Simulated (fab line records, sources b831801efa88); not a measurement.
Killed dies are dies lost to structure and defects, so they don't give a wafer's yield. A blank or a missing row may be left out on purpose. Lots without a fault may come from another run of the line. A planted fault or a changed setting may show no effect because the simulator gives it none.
Which tool did it? | flow gf180mcu | 12 lots, 36 wafers sampled, at 6 steps of a route of 602

WHAT THE GAUGES READ, wafer by wafer
GF_PSD_RS_MEAS_14: measures by four-point-probe. Usual: NSD_RS 46.15 ohm/sq, standard deviation 0.097.
lot  | measured     | on            | NSD_RS (ohm/sq)   | flag
L656 | day 14 04:17 | film_metro-01 | 46.19 46.26 46.32 |
L659 | day 15 06:50 | film_metro-04 | 46.15 46.13 46.25 |
L661 | day 15 19:31 | film_metro-02 | 46.17 46.19 46.08 |
L663 | day 16 17:23 | film_metro-01 | 46.04 46.12 46.17 |
L664 | day 17 01:49 | film_metro-04 | 46.27 46.18 46.24 |
L665 | day 17 06:31 | film_metro-02 | 46.04 45.91 45.93 |
L667 | day 18 02:49 | film_metro-02 | 46.06 46.03 45.98 |
L668 | day 18 13:39 | film_metro-04 | 46.21 46.20 46.20 |
L670 | day 19 11:34 | film_metro-04 | 46.25 46.11 46.20 |
L671 | day 19 18:31 | film_metro-04 | 42.45 42.61 42.66 | OFF
L672 | day 20 06:01 | film_metro-01 | 42.80 42.70 42.74 | OFF
L673 | day 20 08:40 | film_metro-02 | 42.67 42.48 42.61 | OFF

GF_PSD_RS_MEAS_15: measures by four-point-probe. Usual: PSD_RS 108.63 ohm/sq, standard deviation 0.3.
lot  | measured     | on            | PSD_RS (ohm/sq)      | flag
L656 | day 14 04:24 | film_metro-01 | 108.67 108.65 108.74 |
L659 | day 15 06:58 | film_metro-04 | 108.75 108.92 108.83 |
L661 | day 15 19:38 | film_metro-02 | 108.28 108.19 108.54 |
L663 | day 16 17:30 | film_metro-01 | 108.33 108.28 108.53 |
L664 | day 17 01:56 | film_metro-04 | 108.90 108.98 108.77 |
L665 | day 17 06:38 | film_metro-02 | 108.06 107.77 108.22 |
L667 | day 18 02:56 | film_metro-02 | 108.68 108.54 108.40 |
L668 | day 18 13:46 | film_metro-04 | 108.35 108.73 108.59 |
L670 | day 19 11:41 | film_metro-04 | 108.99 108.85 108.76 |
L671 | day 19 18:38 | film_metro-04 | 98.65 99.07 99.01    | OFF
L672 | day 20 06:08 | film_metro-01 | 98.63 98.50 98.45    | OFF
L673 | day 20 08:47 | film_metro-02 | 98.38 98.44 98.57    | OFF

GF_V3_THK_MEAS_03. Usual: V3_CVD_02_THK 828 nm, standard deviation 10.
lot  | measured     | on            | V3_CVD_02_THK (nm) | flag
L656 | day 21 07:25 | film_metro-04 | 817 816 824        |
L659 | day 22 09:43 | film_metro-02 | 829 818 835        |
L661 | day 23 03:08 | film_metro-02 | 824 823 827        |
L663 | day 24 03:25 | film_metro-02 | 822 843 834        |
L664 | day 24 07:48 | film_metro-02 | 809 815 822        |
L665 | day 24 11:22 | film_metro-03 | 824 822 840        |
L667 | day 25 08:51 | film_metro-02 | 818 825 824        |
L668 | day 25 22:10 | film_metro-03 | 829 825 820        |
L670 | day 26 13:09 | film_metro-03 | 832 852 840        |
L671 | day 26 23:17 | film_metro-02 | 837 845 831        |
L672 | day 27 04:20 | film_metro-04 | 831 845 841        |
L673 | day 27 06:54 | film_metro-02 | 838 825 844        |

GF_V3_RS_MEAS_24: measures by four-point-probe. Usual: V3_W_RS 0.326 ohm/sq, standard deviation 0.003.
lot  | measured     | on            | V3_W_RS (ohm/sq)  | flag
L656 | day 22 09:01 | film_metro-02 | 0.324 0.329 0.331 |
L659 | day 23 10:35 | film_metro-02 | 0.324 0.326 0.325 |
L661 | day 24 02:43 | film_metro-02 | 0.324 0.328 0.326 |
L663 | day 25 03:18 | film_metro-04 | 0.325 0.331 0.322 |
L664 | day 25 07:26 | film_metro-03 | 0.333 0.327 0.327 |
L665 | day 25 10:37 | film_metro-02 | 0.323 0.324 0.329 |
L667 | day 26 07:50 | film_metro-04 | 0.320 0.323 0.327 |
L668 | day 26 20:23 | film_metro-03 | 0.324 0.327 0.321 |
L670 | day 27 11:13 | film_metro-02 | 0.330 0.332 0.330 |
L671 | day 27 21:08 | film_metro-02 | 0.322 0.322 0.329 |
L672 | day 28 01:43 | film_metro-04 | 0.329 0.328 0.332 |
L673 | day 28 04:45 | film_metro-03 | 0.329 0.323 0.326 |

WHICH TOOL RAN EACH LOT (tool, then ch and the chambers of the sampled wafers, then the start)
lot  | GF_PSD_RTA_13                    | GF_V3_STRIP_18
L656 | rtp_anneal-02 ch 0, day 14 04:11 | plasma_asher-01 ch 1, day 22 08:16
L659 | rtp_anneal-02 ch 0, day 15 06:45 | plasma_asher-01 ch 0,1, day 23 09:43
L661 | rtp_anneal-01 ch 0, day 15 19:26 | plasma_asher-02 ch 0,1, day 24 01:56
L663 | rtp_anneal-01 ch 0, day 16 17:18 | plasma_asher-03 ch 0,1, day 25 02:32
L664 | rtp_anneal-02 ch 0, day 17 01:44 | plasma_asher-03 ch 0,1, day 25 06:41
L665 | rtp_anneal-02 ch 0, day 17 06:26 | plasma_asher-01 ch 0,1, day 25 09:50
L667 | rtp_anneal-02 ch 0, day 18 02:44 | plasma_asher-03 ch 1, day 26 07:05
L668 | rtp_anneal-01 ch 0, day 18 13:34 | plasma_asher-01 ch 0,1, day 26 19:35
L670 | rtp_anneal-01 ch 0, day 19 11:29 | plasma_asher-01 ch 1, day 27 10:28
L671 | rtp_anneal-01 ch 0, day 19 18:26 | plasma_asher-01 ch 0,1, day 27 20:23
L672 | rtp_anneal-01 ch 0, day 20 05:55 | plasma_asher-03 ch 0,1, day 28 00:55
L673 | rtp_anneal-01 ch 0, day 20 08:35 | plasma_asher-02 ch 0,1, day 28 03:56
- GF_PSD_RTA_13: time 20 s.
- GF_V3_STRIP_18: strips in O2/N2.

WHAT THE TOOLS THEMSELVES READ (means of the sampled wafers that have a number; where no wafer has one, the mark that the record gives instead)
GF_PSD_RTA_13. Usual: chamber_o2_ppm 1.999, standard deviation 0.025; lamp_power_pct 32.4 %, standard deviation 1; wafer_temp_C_max 1030, standard deviation 3.1.
lot  | tool          | chamber_o2_ppm | lamp_power_pct (%) | wafer_temp_C_max | flag
L656 | rtp_anneal-02 | 2.013          | 31.2               | 1033             |
L659 | rtp_anneal-02 | 2.018          | 31.3               | 1032             |
L661 | rtp_anneal-01 | 2.009          | 33.3               | 1027             |
L663 | rtp_anneal-01 | 2.003          | 33.3               | 1027             |
L664 | rtp_anneal-02 | 1.964          | 31.3               | 1034             |
L665 | rtp_anneal-02 | 1.979          | 31.2               | 1034             |
L667 | rtp_anneal-02 | 2.021          | 31.2               | 1034             |
L668 | rtp_anneal-01 | 2.009          | 33.3               | 1029             |
L670 | rtp_anneal-01 | 1.975          | 33.3               | 1027             |
L671 | rtp_anneal-01 | 1.988          | 33.3               | 1028             |
L672 | rtp_anneal-01 | 2.026          | 33.3               | 1027             |
L673 | rtp_anneal-01 | 1.986          | 33.3               | 1028             |

GF_V3_STRIP_18. Usual: drypump_motor_current_A 5.8 A, standard deviation 0.35; heater_power_w 348 W, standard deviation 32; oes_product_au 0.594 a.u., standard deviation 0.005.
lot  | tool            | drypump_motor_current_A (A) | heater_power_w (W) | oes_product_au (a.u.) | flag
L656 | plasma_asher-01 | 6.1                         | 394                | 0.595                 |
L659 | plasma_asher-01 | 5.8                         | 349                | 0.597                 |
L661 | plasma_asher-02 | 5.9                         | 314                | 0.594                 |
L663 | plasma_asher-03 | 5.7                         | 363                | 0.596                 |
L664 | plasma_asher-03 | 5.7                         | 359                | 0.597                 |
L665 | plasma_asher-01 | 5.9                         | 373                | 0.591                 |
L667 | plasma_asher-03 | 5.3                         | 369                | 0.597                 |
L668 | plasma_asher-01 | 5.8                         | 352                | 0.598                 |
L670 | plasma_asher-01 | 6.1                         | 394                | 0.595                 |
L671 | plasma_asher-01 | 5.9                         | 370                | 0.596                 |
L672 | plasma_asher-03 | 5.5                         | 365                | 0.592                 |
L673 | plasma_asher-02 | 5.9                         | 313                | 0.598                 |

THE ANSWER, worked out from the rows above alone
Rule: a lot is off if the mean of its wafers that have a number lies more than 3 standard deviations from the usual mean. A lot without any number at a reading at which 4 lots or more have one is off too. The other lots that the step has rows for count as sound. The gauges are gone through in route order, then the tools' own readings, and for those a lot's mean is taken as printed above. The first step at which some lot is off is used, and at that step the reading that is off furthest; a lot without a number counts as furthest.
Off: L671, L672, L673, at GF_PSD_RS_MEAS_14 (NSD_RS).
A tool fits if, at a process step before that reading, it ran every lot that is off, and no sound lot after the first of them. The gauges at GF_PSD_RS_MEAS_14 are tried like those tools. One fits: rtp_anneal-01 at GF_PSD_RTA_13. Its last sound lot is L670 (day 19 11:29), its first lot that is off L671 (day 19 18:26): a fault that began between those two fits.

WHAT THE SIMULATOR HAD PUT IN
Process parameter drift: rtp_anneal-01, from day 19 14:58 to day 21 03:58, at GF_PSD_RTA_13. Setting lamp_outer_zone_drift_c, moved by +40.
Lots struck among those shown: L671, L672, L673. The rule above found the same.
